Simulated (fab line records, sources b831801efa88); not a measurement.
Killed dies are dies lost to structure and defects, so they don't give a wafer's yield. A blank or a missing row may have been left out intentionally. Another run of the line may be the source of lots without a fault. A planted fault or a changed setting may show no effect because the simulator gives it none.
8D (eight disciplines) problem report, filled in by code :: flow sky130 :: the parts of the form that need people (team, actions taken, sign-off) are left out

## 1. WHAT WENT WRONG
oes_product_au at SKY_METAL1_METAL_ETCH_19 reads a mean of 0.794 a.u. on 4 wafers of 3 lots; wafers without a fault read 0.855 a.u. with a standard deviation of 0.0063. Relative to the usual mean, that is a shift of -9.6 standard deviations.
The step: etches the open film in Cl2/BCl3, stops on SiO2, target depth 360 nm, time 78 s.
Seen first at day 37 18:28 on rie_metal-02, wafer L413.2. At this step, 33 wafers from 11 lots have a number in the record. By rule, "out" or "out of limits" means more than 4 standard deviations away from the usual mean. The other wafers with a number count as sound.

## 2. WHAT IT IS AND WHAT IT IS NOT
question: which readings at this step
is: oes_product_au
is not: bias_w, drypump_motor_current_A, throttle_valve_pct

question: which lots
is: L413, L414, L415
is not: L399, L402, L403, L406, L407, L409, L411, L419

question: which wafers of those lots
is: L413.2, L413.4, L414.5, L415.4
is not: L413.1, L414.2, L414.6, L415.2, L415.3

question: read on which tools
is: rie_metal-02
is not: rie_metal-01, rie_metal-04

question: when
is: from day 37 18:28
is not: up to then (22 sound wafers); but 7 sound wafers of L414, L415, L419 came after

## 3. WHAT RULES OUT EACH SUSPECT
Counting: any tool at a process step up to the reading remains a suspect provided it ran every lot that is out. Sound lots after the first of them don't rule it out here, since some wafers of a struck lot are sound.
- rie_metal-02 at SKY_METAL1_METAL_ETCH_19 (etches the open film in Cl2/BCl3, stops on SiO2, target depth 360 nm, time 78 s): kept. Ran every lot that is out, first one L413 (day 37 18:28); last sound lot up to then L409 (day 36 07:08). Out on those wafers are its own readings of oes_product_au.
- At SKY_METAL1_METAL_ETCH_19 on rie_metal-02, chamber 1 took the sound wafers of the same lots and chamber 0 took the wafers that are out.
The count leaves rie_metal-02 at SKY_METAL1_METAL_ETCH_19.

## 4. THE CAUSE (what the simulator had put in)
rie_metal-02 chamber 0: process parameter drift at SKY_METAL1_METAL_ETCH_19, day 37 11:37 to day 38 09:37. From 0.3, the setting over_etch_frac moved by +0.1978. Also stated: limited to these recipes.
This tool alone remained once counting was done.

## 5. THE CHAIN OF EFFECTS, in route order
One row per reading whose mean, taken over the struck wafers that have a number, lies over 3 standard deviations from the usual. Scope: only readings with a usual standard deviation given in the record; hours: median across lots of the time from each lot's start at the first step in this table that gives one to its start at this step; sigmas: change in usual standard deviations.
hours: 0
step: SKY_METAL1_METAL_ETCH_19
reading: oes_product_au
usual: 0.855 a.u.
on struck wafers: 0.794
change: -0.061
sigmas: -9.6

hours: 0
step: SKY_METAL1_STRIP_20
reading: oes_product_au
usual: 0.343 a.u.
on struck wafers: 0.321
change: -0.022
sigmas: -4.6

hours: 0
step: SKY_METAL1_STRIP_20
reading: strip_time_to_endpoint_s
usual: 2.71 s
on struck wafers: 2.24
change: -0.47
sigmas: -9.4
It contains these process steps:
- SKY_METAL1_METAL_ETCH_19: etches the open film in Cl2/BCl3, stops on SiO2, target depth 360 nm, time 78 s.
- SKY_METAL1_STRIP_20: strips in O2/N2.

## 6. HOW IT WOULD HAVE BEEN CAUGHT EARLIER
First out-of-limits reading in this record: day 37 18:28, which is 7 hours after fault onset at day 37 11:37.
